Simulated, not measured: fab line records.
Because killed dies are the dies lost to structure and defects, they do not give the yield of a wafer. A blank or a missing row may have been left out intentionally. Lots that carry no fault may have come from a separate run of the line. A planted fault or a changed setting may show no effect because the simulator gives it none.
Matching of chambers | flow sky130 | SKY_METAL3_ETCH_17 on rieDiel-01 has 4 sister chambers
The step etches SiO2 in C4F8/O2/Ar, stops on TiN, time 3.9 s, target depth 15 nm. 7 wafers are shown with their chamber, then 7 later ones without.

## WAFERS, EACH WITH ITS CHAMBER
wafer  | chamber | oesProductAu (a.u.)
L085.2 | 1       | 0.751
L085.4 | 3       | 0.746
L086.2 | 1       | 0.760
L086.4 | 0       | 0.757
L086.5 | 2       | 0.750
L087.1 | 3       | 0.757
L087.3 | 2       | 0.747

## WAFERS WITH NO CHAMBER GIVEN
wafer  | oesProductAu (a.u.)
L087.4 | 0.760
L089.1 | 0.742
L089.2 | 0.746
L089.5 | 0.762
L091.1 | 0.754
L091.3 | 0.762
L091.6 | 0.758

## CHAMBER TAKEN BY EACH
wafer  | from the rows above               | in truth
L087.4 | can't be placed: 0 or 1 or 3 or 2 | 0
L089.1 | can't be placed: 2 or 3 or 1 or 0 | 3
L089.2 | can't be placed: 2 or 3 or 1 or 0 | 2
L089.5 | can't be placed: 0 or 1 or 3 or 2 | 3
L091.1 | can't be placed: 1 or 3 or 0 or 2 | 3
L091.3 | can't be placed: 0 or 1 or 3 or 2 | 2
L091.6 | can't be placed: 0 or 1 or 3 or 2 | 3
Placed correctly: 0 of 7. These rows do not allow placing 7 (true chamber among the candidates in 7). Number placed wrongly: 0.
How it was worked out, from the rows above alone: a wafer's distance from a chamber is the root of the sum, over the readings, of the square of ((its reading less the chamber's mean) divided by the reading's scatter). The wafer belongs to the nearest chamber; if the next one is less than 2 further off, it can't be placed. For every chamber, the mean is computed from those of its wafers that are shown. The scatter is the square root of a quotient: the sum, over the shown wafers, of each reading's squared deviation from its chamber's mean, divided by wafers minus chambers.
